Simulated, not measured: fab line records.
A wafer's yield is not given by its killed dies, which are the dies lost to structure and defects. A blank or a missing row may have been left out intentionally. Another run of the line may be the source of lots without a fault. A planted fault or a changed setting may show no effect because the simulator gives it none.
Comparing a struck lot with a sound one :: flow sky130 :: 15 steps out of a route of 708
Sound: wafers L743.2, L743.3, L743.5. Struck: wafers L757.1, L757.3, L757.4. At the end, the cause is stated.
For every step that has rows: the tool of each side, followed by ch and its chambers, followed by its first start. Under that, the readings that differ: sound wafers :: struck wafers :: difference of the means :: sigmas: that difference in standard deviations of wafers without a fault.
alike: readings whose means differ by less than 2 such deviations, and words and numbers that are the same on both sides. not compared: withheld readings, readings that some wafer has no value for, bounds like >300 that may hide the same value, and numbers for which the record gives no deviation and whose values overlap.
The two part at a step that has a row with sigmas, a row that says differs or no value, or rows on one side only. Non-overlapping numbers with no deviation appear without sigmas and do not part them. A reading missing from all wafers of one side parts the sides only when that side holds two or more wafers.

SKY_NWELL_OVL_MEAS_10:
  sound on overlay-02 at day 5 15:31; struck on overlay-02 at day 9 06:25
  alike: NWELL_00_OVL
then, 3 steps without rows for these wafers: SKY_NWELL_IMPLANT_11; SKY_NWELL_IMPLANT_12; SKY_NWELL_IMPLANT_13.
SKY_NWELL_STRIP_14: strips in O2/N2.
  sound on plasma-asher-03 ch 0,1, day 5 16:00; struck on plasma-asher-02 ch 0,1, day 9 06:54
  alike: drypump-motor-current-A, oes-product-au, strip-time-to-endpoint-s
  not compared: rf-hours-counter-h
SKY_NWELL_TW_MEAS_15:
  sound on film-metro-01 at day 5 16:07; struck on film-metro-01 at day 9 07:00
  alike: NWELL_TW
then, 6 steps without rows for these wafers: SKY_NWELL_DEHYDRATE_16 (time 60 s); SKY_NWELL_HMDS_17 (prime time 60 s); SKY_NWELL_COAT_18 (resist thk 3000 nm); SKY_NWELL_SOFTBAKE_19; SKY_NWELL_EXPOSE_20 (exposes mask NWM COMPLEMENT, target cd 840 nm); SKY_NWELL_PEB_21.
SKY_NWELL_DEVELOP_22: develop time 60 s.
  sound on litho-track-04 ch 0, day 6 09:00; struck on litho-track-04 ch 0, day 10 04:00
reading: developer-temp-C (C)
sound: 22.79 22.92 22.88
struck: 22.03 22.09 22.05
difference: -0.81
sigmas: -8
SKY_NWELL_OVL_MEAS_23:
  sound on overlay-02 at day 6 09:46; struck on overlay-02 at day 10 04:24
  alike: NWELL_01_OVL
SKY_PAD_OPEN_PROBE_99:
  rows exist in the record for the sound wafers here (prober-01, day 46 21:31), none for the struck ones

== WHERE THEY PART ==
At SKY_NWELL_DEVELOP_22 first; at SKY_PAD_OPEN_PROBE_99 last (within this record only).

WHY: whatever the simulator had introduced
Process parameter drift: litho-track-04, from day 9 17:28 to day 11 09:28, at SKY_NWELL_DEVELOP_22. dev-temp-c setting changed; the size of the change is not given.
